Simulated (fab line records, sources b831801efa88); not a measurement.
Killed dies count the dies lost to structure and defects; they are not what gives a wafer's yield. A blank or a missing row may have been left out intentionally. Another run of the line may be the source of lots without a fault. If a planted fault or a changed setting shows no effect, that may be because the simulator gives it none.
Problem report in the 8D (eight disciplines) form, filled by code	flow gf180mcu	the parts of the form that need people (team, actions taken, sign-off) are left out

== 1. WHAT IS WRONG ==
M2_ALCU_RS at GF_M2_RS_MEAS_05 reads a mean of 0.0652 ohm/sq on 1 wafer of 1 lot; wafers without a fault read 0.0695 ohm/sq with a standard deviation of 0.00077. Measured from the usual mean, that is -5.6 standard deviations.
The step: measures by four-point-probe.
Earliest sighting: wafer L258.1 on filmMetro-01 at day 24 02:13. Wafers with a number at this step in the record: 15, from 5 lots. By rule, "out" or "out of limits" means more than 4 standard deviations away from the usual mean. All remaining wafers that have a number are taken as sound.

== 2. WHAT IT IS AND WHAT IT IS NOT ==
question	is	is not
which readings at this step	M2_ALCU_RS	-
which lots	L258	L243, L245, L257, L265
which wafers of those lots	L258.1	L258.2, L258.5
read on which gauges	filmMetro-01	filmMetro-02, filmMetro-04
when	from day 24 02:13	up to then (11 sound wafers); but 3 sound wafers of L265 came after

== 3. THE SUSPECTS, EACH WITH WHAT RULES IT OUT ==
Counting: a tool at a process step up to the reading stays a suspect if it ran every lot that is out. Sound lots after the first of them don't rule it out here, since some wafers of a struck lot are sound.
- the gauge at GF_M2_RS_MEAS_05 has been ruled out. All the wafers that are out were read on filmMetro-01, but those of them that GF_M2_SPUTTER_02 has rows for are out there too, on other tools.
- pvdSputter-03 at GF_V1_SPUTTER_21 (material Ti, target thk 15 nm, time 80.02 s): kept. It processed L258, the lot that is out, at day 24 01:18, and its most recent sound lot before then was L257 at day 23 19:06.
- cvdW-02 at GF_V1_CVD_23 (deposits W, target thk 350 nm, time 105.05 s): kept. It ran the lot that is out, L258 (day 24 01:24).
- cmp-02 at GF_V1_CMP_26 (polishes, stops on SiO2, t overpolish 15 s, target thk 0 nm): kept. It processed L258, the lot that is out, at day 24 01:41, and its most recent sound lot before then was L257 at day 23 19:29.
- pvdSputter-02 at GF_M2_SPUTTER_01 (material TiN, target thk 30 nm, time 25 s): kept. It processed L258, the lot that is out, at day 24 02:05, and its most recent sound lot before then was L243 at day 18 16:08.
- pvdSputter-02 at GF_M2_SPUTTER_02 (material AlCu, target thk 450 nm, time 23.9 s): kept. It processed L258, the lot that is out, at day 24 02:07, and its most recent sound lot before then was L243 at day 18 16:10. Out on those wafers are its own readings of cathodeDcPowerW.
- pvdSputter-02 at GF_M2_SPUTTER_03 (material Ti, target thk 10 nm, time 6.7 s): kept. It processed L258, the lot that is out, at day 24 02:09, and its most recent sound lot before then was L243 at day 18 16:12.
- Within cmp-02 at GF_V1_CMP_26: the wafers that are out ran in chamber 3; their sound lot-mates ran in chambers 0, 1.
Left after counting: pvdSputter-03 at GF_V1_SPUTTER_21, cvdW-02 at GF_V1_CVD_23, cmp-02 at GF_V1_CMP_26, pvdSputter-02 at GF_M2_SPUTTER_01, pvdSputter-02 at GF_M2_SPUTTER_02, pvdSputter-02 at GF_M2_SPUTTER_03.

== 4. THE CAUSE (what the simulator had put in) ==
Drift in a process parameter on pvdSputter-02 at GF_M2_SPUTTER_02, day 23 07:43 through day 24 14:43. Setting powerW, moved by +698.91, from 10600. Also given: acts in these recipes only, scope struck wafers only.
Counting left 6 suspects, and this tool is among them.

== 5. SEQUENCE OF EFFECTS, ordered by route ==
Rows list readings where the struck wafers' mean (over those with a number) sits beyond 3 standard deviations from the usual. Only readings whose record carries a usual standard deviation are examined. hours: median over the lots of the time between each lot's start at the first step of this table that gives one and its start at this step. sigmas: the change, counted in usual standard deviations.
hours	step	reading	usual	on struck wafers	change	sigmas
0	GF_M2_SPUTTER_02	cathodeDcPowerW	10600 W	11299	+699	+99 or more
0	GF_M2_RS_MEAS_05	M2_ALCU_RS	0.0695 ohm/sq	0.0652	-0.0043	-5.6
0	GF_M2_THK_MEAS_06	M2_ALCU_THK	445 nm	473	+28	+5.2
21	GF_M2_METAL_ETCH_16	oesProductAu	0.973 a.u.	1.000	+0.027	+4.0
21	GF_M2_METAL_ETCH_16	throttleValvePct	28.248 %	28.219	-0.029	-3.2
It contains these process steps:
- GF_M2_SPUTTER_02: material AlCu, target thk 450 nm, time 23.9 s.
- GF_M2_METAL_ETCH_16: etches the open film in Cl2/BCl3, stops on SiO2, target depth 627.5 nm, time 104.6 s.
Later measuring or inspecting steps at which every struck wafer that the step has a row for has a number for every such reading, and none has moved that far: GF_M2_CD_MEAS_14, GF_M2_OVL_MEAS_15.

== 6. WHAT WOULD HAVE CAUGHT IT SOONER ==
18 hours passed between the start of the fault at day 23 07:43 and the first reading out of limits at a measuring or inspecting step in this record, taken at day 24 02:13.
Tool's own readings at GF_M2_SPUTTER_02, cathodeDcPowerW: out on all struck wafers the step has rows for; an alarm limit on them would have tripped on the first.
By day 24 02:13, every lot that is out (1) had started GF_M2_SPUTTER_02 on pvdSputter-02. None of them would have been spared by holding the tool at that moment.
